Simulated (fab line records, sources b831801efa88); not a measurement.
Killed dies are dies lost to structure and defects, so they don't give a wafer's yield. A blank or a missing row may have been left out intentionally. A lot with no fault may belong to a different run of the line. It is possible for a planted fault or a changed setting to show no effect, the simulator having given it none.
Which tool was responsible?    flow sky130    6 lots with 18 wafers sampled at 3 steps, on a route of 708 steps

## WHAT EACH GAUGE READ, for each wafer
SKY_NWELL_TW_MEAS_15.
lot   measured      on             NWELL_TW
L114  day 5 17:03   film metro-01  1836 1811 1826
L117  day 6 09:10   film metro-02  1815 1814 1812
L121  day 7 06:39   film metro-01  30 30 30
L127  day 8 19:52   film metro-01  1810 1816 1808
L129  day 9 08:43   film metro-01  1818 1825 1812
L132  day 10 00:42  film metro-04  1812 1808 1815

## WHICH TOOL RAN EACH LOT (tool, then ch and the chambers of the sampled wafers, then the start)
lot   SKY_PWDE_STRIP_09                    SKY_NWELL_STRIP_14
L114  plasma asher-03 ch 0,1, day 4 22:06  plasma asher-04 ch 1, day 5 16:57
L117  plasma asher-03 ch 0,1, day 5 14:38  plasma asher-03 ch 0,1, day 6 09:05
L121  plasma asher-01 ch 0,1, day 6 11:26  plasma asher-03 ch 0,1, day 7 06:33
L127  plasma asher-03 ch 0,1, day 7 22:30  plasma asher-01 ch 0,1, day 8 19:45
L129  plasma asher-02 ch 0,1, day 8 10:42  plasma asher-01 ch 0,1, day 9 08:36
L132  plasma asher-03 ch 0,1, day 9 01:33  plasma asher-03 ch 0,1, day 10 00:36
- SKY_PWDE_STRIP_09: strips in O2/N2.
- SKY_NWELL_STRIP_14: strips in O2/N2.

## THE ANSWER, worked out from the rows above alone
Rule: usual is defined by the lots themselves. Put in order of their means at a reading, lots are off if they are a third of the lots or fewer, leave a main group of 4 or more, and stand apart from it by a gap of 3 or more times the standard deviation of the main group's means; of several such gaps the widest counts. A main group is skipped when, at the precision printed for the reading in the tables above, its means are all equal. A lot without any number at a reading at which 4 lots or more have one is off too. Any other lot the step has rows for is counted as sound.
Off: L121, at SKY_NWELL_TW_MEAS_15 (NWELL_TW). Mean 1816 and standard deviation 4.9 in the main group.
If a tool, at a process step before that reading, ran all the lots that are off and no sound lot after the first of them, it fits. Gauges at SKY_NWELL_TW_MEAS_15: tried the same way as those tools. One candidate fits, namely plasma asher-01 at SKY_PWDE_STRIP_09. It ran no sound lot before its first lot that is off in this sample, so the start can't be narrowed down.

## WHAT WAS PUT IN BY THE SIMULATOR
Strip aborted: plasma asher-01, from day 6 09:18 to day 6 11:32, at SKY_PWDE_STRIP_09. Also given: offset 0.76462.
Shown lots that were struck: L121. The same result came from the rule above.
